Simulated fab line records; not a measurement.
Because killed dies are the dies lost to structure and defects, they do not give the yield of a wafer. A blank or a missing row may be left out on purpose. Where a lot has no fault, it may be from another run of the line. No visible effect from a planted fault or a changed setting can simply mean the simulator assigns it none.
fab line records	flow sky130
record lots=12	wafers=36	last-day=50
route steps=708 shown DNWELL@39 PWDE@55 NWELL@67 VT_ADJUST_HVTP@96 PAD_OPEN@708
lots that met no fault: from a run of the same line without faults
start-h: hours from the record's opening day to when the first of the lot's shown wafers began	wait-h: hours elapsed since this lot's preceding step	" same as the row above	L1.1+2: several wafers, shown together as one row	- value missing, or start not given	* or withheld: withheld	< > ~ a bound
route shown NAME@n: a module of which the file shows steps, and the number in the route of the first	usual: mean/standard deviation taken from wafers without a fault	same: alike in all rows	chamber/n: place in a boat	sites: per-site readings	_std_site: standard deviation of those values	_edge_site: mean of outer sites minus mean of inner sites	radius-mm: for every site, how far away it sits from the centre of the wafer	mask NAME#n: copy n	behind: the tool/chamber that last shaped the wafer	hold: cause of the lot's hold/its duration in hours/its outcome	device: names the non-switching transistor (n, p or np)	end of line: the route-end tests of the same wafers	for a step that has no rows: nothing shown but its recipe	killed: dies that structure and defects cost at the first sort, which is not the same as the wafer's yield	map: per-die view of a wafer (x killed, . not killed, _ where there is no die)
set.NAME: the setting that was run; set.NAME@STEP: the one run at that earlier step	model.NAME: the simulator's own value behind a step, which no gauge read
route steps across a sampled set of lots; one table per step, one row per wafer
services: from which hour (start-h, from the record's first day; less than 0 if before it) a tool's chamber was out of use, for how many hours, and why
## steps
# step SKY_DNWELL_EXPOSE_04
# recipe mask-id=DNM	na=0.57	target-cd-nm=3000	dose-mj=222
# same na=0.57
lot.wafer	tool	chamber	start-h	wait-h	mask
L179.1+3+4	iline-stepper-01	0	56.11	-	DNM#0
L180.2+4+6	iline-stepper-01	0	58.79	-	PWDEM#0
L181.2+3+4	iline-stepper-01	0	68.49	-	DNM#0
L189.2+5+6	iline-stepper-01	0	108.86	-	DNM#0
L190.1+2+4	iline-stepper-02	0	114.82	-	DNM#0
L192.4+5+6	iline-stepper-02	0	125.10	-	DNM#0
L193.1+4+6	iline-stepper-01	0	130.86	-	DNM#0
L195.4+5+6	iline-stepper-01	0	138.08	-	DNM#0
L196.3+5+6	iline-stepper-01	0	146.73	-	DNM#0
L198.1+2+5	iline-stepper-02	0	154.16	-	DNM#0
L199.1+2+4	iline-stepper-01	0	160.29	-	DNM#0
L200.3+4+5	iline-stepper-02	0	168.08	-	DNM#0
# step SKY_DNWELL_TW_MEAS_09
# usual DNWELL_TW=1106/15
lot.wafer	tool	chamber	start-h	wait-h	DNWELL_TW
L179.1	film-metro-01	-	65.05	0.1	1116
L179.3	"	-	"	"	1116
L179.4	"	-	"	"	1118
L180.2	film-metro-02	-	67.21	0.1	29
L180.4	"	-	"	"	29
L180.6	"	-	"	"	29
L181.2	film-metro-01	-	76.01	0.1	1118
L181.3	"	-	"	"	1115
L181.4	"	-	"	"	1105
L189.2	film-metro-03	-	117.85	0.1	1120
L189.5	"	-	"	"	1119
L189.6	"	-	"	"	1122
L190.1	film-metro-01	-	124.54	0.1	1106
L190.2	"	-	"	"	1115
L190.4	"	-	"	"	1113
L192.4	film-metro-01	-	134.85	0.1	1113
L192.5	"	-	"	"	1112
L192.6	"	-	"	"	1111
L193.1	film-metro-01	-	141.17	0.1	1120
L193.4	"	-	"	"	1122
L193.6	"	-	"	"	1122
L195.4	film-metro-01	-	147.97	0.1	1121
L195.5	"	-	"	"	1122
L195.6	"	-	"	"	1118
L196.3	film-metro-01	-	156.86	0.1	1125
L196.5	"	-	"	"	1123
L196.6	"	-	"	"	1120
L198.1	film-metro-03	-	164.62	0.1	1111
L198.2	"	-	"	"	1114
L198.5	"	-	"	"	1116
L199.1	film-metro-03	-	170.32	0.1	1103
L199.2	"	-	"	"	1104
L199.4	"	-	"	"	1101
L200.3	film-metro-01	-	178.99	0.1	1104
L200.4	"	-	"	"	1106
L200.5	"	-	"	"	1111
# step SKY_PWDE_TW_MEAS_10
# usual PWDE_TW=371/4.7
lot.wafer	tool	chamber	start-h	wait-h	PWDE_TW
L179.1	film-metro-01	-	81.01	0.1	375
L179.3	"	-	"	"	376
L179.4	"	-	"	"	375
L180.2	film-metro-02	-	83.64	0.1	1096
L180.4	"	-	"	"	1092
L180.6	"	-	"	"	1091
L181.2	film-metro-02	-	93.29	0.1	364
L181.3	"	-	"	"	365
L181.4	"	-	"	"	364
L189.2	film-metro-02	-	137.19	0.1	367
L189.5	"	-	"	"	367
L189.6	"	-	"	"	366
L190.1	film-metro-03	-	144.05	0.1	374
L190.2	"	-	"	"	373
L190.4	"	-	"	"	373
L192.4	film-metro-02	-	155.21	0.1	364
L192.5	"	-	"	"	365
L192.6	"	-	"	"	365
L193.1	film-metro-02	-	161.28	0.1	367
L193.4	"	-	"	"	367
L193.6	"	-	"	"	365
L195.4	film-metro-02	-	167.61	0.1	368
L195.5	"	-	"	"	366
L195.6	"	-	"	"	367
L196.3	film-metro-01	-	177.20	0.1	372
L196.5	"	-	"	"	374
L196.6	"	-	"	"	371
L198.1	film-metro-03	-	185.78	0.1	373
L198.2	"	-	"	"	372
L198.5	"	-	"	"	369
L199.1	film-metro-02	-	191.05	0.1	365
L199.2	"	-	"	"	366
L199.4	"	-	"	"	365
L200.3	film-metro-01	-	200.55	0.1	376
L200.4	"	-	"	"	373
L200.5	"	-	"	"	375
# step SKY_NWELL_STRIP_14
# recipe chemistry=O2/N2	power-w=1400	pressure-mtorr=1500	platen-temp-c=withheld	o2-flow-sccm=3000	n2-flow-sccm=300	overash-fraction=0.5
# usual drypump-motor-current-A=5.9/0.54	oes-product-au=0.722/0.0048	strip-time-to-endpoint-s=36.92/0.09
# same overash-fraction=0.5
lot.wafer	tool	chamber	start-h	wait-h	drypump-motor-current-A	oes-product-au	rf-hours-counter-h	strip-time-to-endpoint-s
L179.1	plasma-asher-01	0	98.73	0.1	5.6	0.723	38	36.98
L179.3	"	1	"	"	6.4	0.718	-	37.03
L179.4	"	0	"	"	5.6	0.730	-	37.03
L180.2	plasma-asher-04	0	100.98	0.1	5.3	0.713	44	36.84
L180.4	"	1	"	"	6.3	0.723	-	36.84
L180.6	"	0	"	"	5.4	0.720	-	36.85
L181.2	plasma-asher-01	1	111.77	0.1	6.4	0.717	39	36.96
L181.3	"	0	"	"	5.6	0.716	-	36.92
L181.4	"	1	"	"	6.4	0.726	-	37.11
L189.2	plasma-asher-04	0	157.38	0.1	5.4	0.719	50	36.94
L189.5	"	1	"	"	6.2	0.730	-	36.85
L189.6	"	0	"	"	5.3	0.725	-	36.94
L190.1	plasma-asher-01	1	164.33	0.1	6.4	0.727	45	36.87
L190.2	"	0	"	"	5.6	0.719	45	36.85
L190.4	"	1	"	"	6.5	0.724	-	36.84
L192.4	plasma-asher-04	0	175.92	0.1	5.3	0.715	-	36.90
L192.5	"	0	"	"	5.4	0.723	-	36.88
L192.6	"	1	"	"	6.2	0.719	-	36.88
L193.1	plasma-asher-04	1	182.68	0.1	6.2	0.730	52	37.02
L193.4	"	0	"	"	5.3	0.724	-	36.98
L193.6	"	0	"	"	5.4	0.718	-	36.97
L195.4	plasma-asher-02	0	189.51	0.1	5.3	0.724	-	36.87
L195.5	"	0	"	"	5.3	0.724	-	36.83
L195.6	"	1	"	"	6.6	0.722	-	36.81
L196.3	plasma-asher-02	0	199.12	0.1	5.3	0.719	-	36.91
L196.5	"	0	"	"	5.3	0.725	-	36.95
L196.6	"	1	"	"	6.6	0.717	-	36.93
L198.1	plasma-asher-01	0	207.97	0.1	5.6	0.723	49	36.94
L198.2	"	1	"	"	6.4	0.732	49	36.83
L198.5	"	0	"	"	5.6	0.721	-	36.90
L199.1	plasma-asher-02	1	212.83	0.1	6.6	0.721	41	36.85
L199.2	"	0	"	"	5.3	0.725	41	36.98
L199.4	"	0	"	"	5.3	0.726	-	36.98
L200.3	plasma-asher-02	1	222.61	0.1	6.6	0.715	-	36.82
L200.4	"	0	"	"	5.3	0.733	-	36.88
L200.5	"	0	"	"	5.3	0.718	-	36.82
# step SKY_NWELL_OVL_MEAS_23
# usual NWELL_01_OVL=-0.1/1.3
lot.wafer	tool	chamber	start-h	wait-h	NWELL_01_OVL[nm]
L179.1	overlay-01	-	117.24	-	-0.6
L179.3	"	-	"	"	-0.8
L179.4	"	-	"	"	0.1
L180.2	overlay-02	-	118.90	-	-1.8
L180.4	"	-	"	"	-0.2
L180.6	"	-	"	"	0.4
L181.2	overlay-01	-	130.30	-	0.0
L181.3	"	-	"	"	0.1
L181.4	"	-	"	"	0.9
L189.2	overlay-01	-	176.99	-	3.2
L189.5	"	-	"	"	3.5
L189.6	"	-	"	"	1.6
L190.1	overlay-02	-	185.15	-	-0.1
L190.2	"	-	"	"	0.6
L190.4	"	-	"	"	0.8
L192.4	overlay-02	-	197.61	-	0.6
L192.5	"	-	"	"	0.3
L192.6	"	-	"	"	1.9
L193.1	overlay-02	-	203.74	-	-0.7
L193.4	"	-	"	"	-1.5
L193.6	"	-	"	"	-1.5
L195.4	overlay-02	-	210.31	-	-2.2
L195.5	"	-	"	"	-1.8
L195.6	"	-	"	"	-1.8
L196.3	overlay-01	-	221.21	-	2.1
L196.5	"	-	"	"	0.6
L196.6	"	-	"	"	2.3
L198.1	overlay-02	-	230.44	-	-2.8
L198.2	"	-	"	"	-0.7
L198.5	"	-	"	"	-1.5
L199.1	overlay-02	-	234.59	-	-0.8
L199.2	"	-	"	"	0.4
L199.4	"	-	"	"	0.6
L200.3	overlay-01	-	245.56	-	-0.2
L200.4	"	-	"	"	-2.0
L200.5	"	-	"	"	-0.9
# step SKY_VT_ADJUST_HVTP_TW_MEAS_11
# usual VT_ADJUST_HVTP_TW=1348/15
lot.wafer	tool	chamber	start-h	wait-h	VT_ADJUST_HVTP_TW
L179.1	film-metro-04	-	137.53	0.1	1358
L179.3	"	-	"	"	1354
L179.4	"	-	"	"	1354
L180.2	film-metro-04	-	139.01	0.1	1358
L180.4	"	-	"	"	1356
L180.6	"	-	"	"	1358
L181.2	film-metro-01	-	151.20	0.1	1363
L181.3	"	-	"	"	1363
L181.4	"	-	"	"	1368
L189.2	film-metro-02	-	199.10	0.1	1333
L189.5	"	-	"	"	1331
L189.6	"	-	"	"	1322
L190.1	film-metro-04	-	207.95	0.1	1367
L190.2	"	-	"	"	1356
L190.4	"	-	"	"	1358
L192.4	film-metro-02	-	220.98	0.1	1339
L192.5	"	-	"	"	1337
L192.6	"	-	"	"	1335
L193.1	film-metro-04	-	226.72	0.1	1366
L193.4	"	-	"	"	1362
L193.6	"	-	"	"	1371
L195.4	film-metro-01	-	233.67	0.1	1363
L195.5	"	-	"	"	1362
L195.6	"	-	"	"	1361
L196.3	film-metro-01	-	245.09	0.1	1354
L196.5	"	-	"	"	1362
L196.6	"	-	"	"	1354
L198.1	film-metro-02	-	253.82	0.1	1342
L198.2	"	-	"	"	1343
L198.5	"	-	"	"	1341
L199.1	film-metro-04	-	258.75	0.1	1366
L199.2	"	-	"	"	1356
L199.4	"	-	"	"	1357
L200.3	film-metro-04	-	270.49	0.1	1367
L200.4	"	-	"	"	1362
L200.5	"	-	"	"	1364
# step SKY_PAD_OPEN_PROBE_99
# usual killed_at_M0_to_M3=43/6.8	killed_at_M4_up=2.9/1.7	killed-at-contacts=24/5.4	killed-at-front-end=15/4.8	killed-at-other=0.3/0.57	killed-dies=85/9.4	killed-on-rim=16/4	killed-open=47/7.5	killed-short=38/5.7
# same gross-dies=492	killed-at-back-side=0
lot.wafer	tool	chamber	start-h	wait-h	killed_at_M0_to_M3	killed_at_M4_up	killed-at-contacts	killed-at-front-end	killed-at-other	killed-dies	killed-on-rim	killed-open	killed-short
L180.2	prober-02	-	1084.74	0.1	39	5	24	424	0	492	96	48	39
L180.4	prober-02	-	1084.84	0.2	35	6	21	430	0	492	96	36	48
L180.6	prober-02	-	1084.94	0.2	48	3	21	420	0	492	96	53	43
# killed by level:class
L180.2 DNWELL:area-expose=405 CONTACT:geometric-particle:open=12 METAL1:geometric-particle:short=7 METAL2:geometric-particle:short=7 LI_CONTACT:geometric-particle:open=6 FIELD_ISO:geometric-particle:open=5 POLY_GATE:geometric-particle:open=5 VIA2:geometric-particle:open=5
L180.4 DNWELL:area-expose=408 POLY_GATE:geometric-particle:short=9 VIA1:geometric-particle:open=8 CONTACT:geometric-particle:open=8 METAL1:geometric-particle:short=8 METAL2:geometric-particle:short=6 VIA2:geometric-particle:open=6 FIELD_ISO:geometric-particle:short=5
L180.6 DNWELL:area-expose=396 CONTACT:geometric-particle:open=12 FIELD_ISO:geometric-particle:short=9 VIA3:geometric-particle:open=9 VIA1:geometric-particle:open=8 METAL2:geometric-particle:short=7 POLY_GATE:geometric-particle:open=6 FIELD_ISO:geometric-particle:open=5
## services
tool	chamber	start-h	hours	kind
iline-stepper-01	-	37.20	2.9	repair
iline-stepper-01	-	46.58	3.3	repair
iline-stepper-02	-	61.19	1.7	pm
plasma-asher-02	-	63.24	14.6	pm
plasma-asher-01	-	68.80	0.6	repair
iline-stepper-02	-	156.06	11.4	repair
iline-stepper-01	-	167.61	1.7	pm
iline-stepper-01	-	167.72	0.8	repair
plasma-asher-01	-	171.03	2.8	pm
plasma-asher-04	-	182.90	10.3	pm
plasma-asher-01	-	212.75	12.0	repair
## key
first-sign step=SKY_DNWELL_EXPOSE_04	reading=mask	direction=changed
effect step=SKY_DNWELL_TW_MEAS_09	reading=DNWELL_TW	direction=down	sigmas=71	usual=1106	struck=29
effect step=SKY_PWDE_TW_MEAS_10	reading=PWDE_TW	direction=up	sigmas=99+	usual=371	struck=1093
effect step=SKY_PAD_OPEN_PROBE_99	reading=killed-at-front-end	direction=up	sigmas=85	usual=15	struck=425
more-kills-born-at SKY_DNWELL_EXPOSE_04@iline-stepper-01=1209
met-at SKY_DNWELL_EXPOSE_04
struck-lots L180
tester-left-out L180
not-acting-at SKY_NWELL_STRIP_14,SKY_NWELL_OVL_MEAS_23,SKY_VT_ADJUST_HVTP_TW_MEAS_11
onset-between 56.11 58.79
fault kind=wrong-mask	tool=any	chamber=-	onset-h=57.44	steps=SKY_DNWELL_EXPOSE_04	aux-copy=PWDEM#0	scope=struck-lots-only
# tester-left-out: of these lots the tester's yield and bins aren't shown, on N5 and GAA mostly nor the transistor test; their killed dies are dies lost to structure and defects alone, not to doping, threshold or leakage, so they don't give the yield
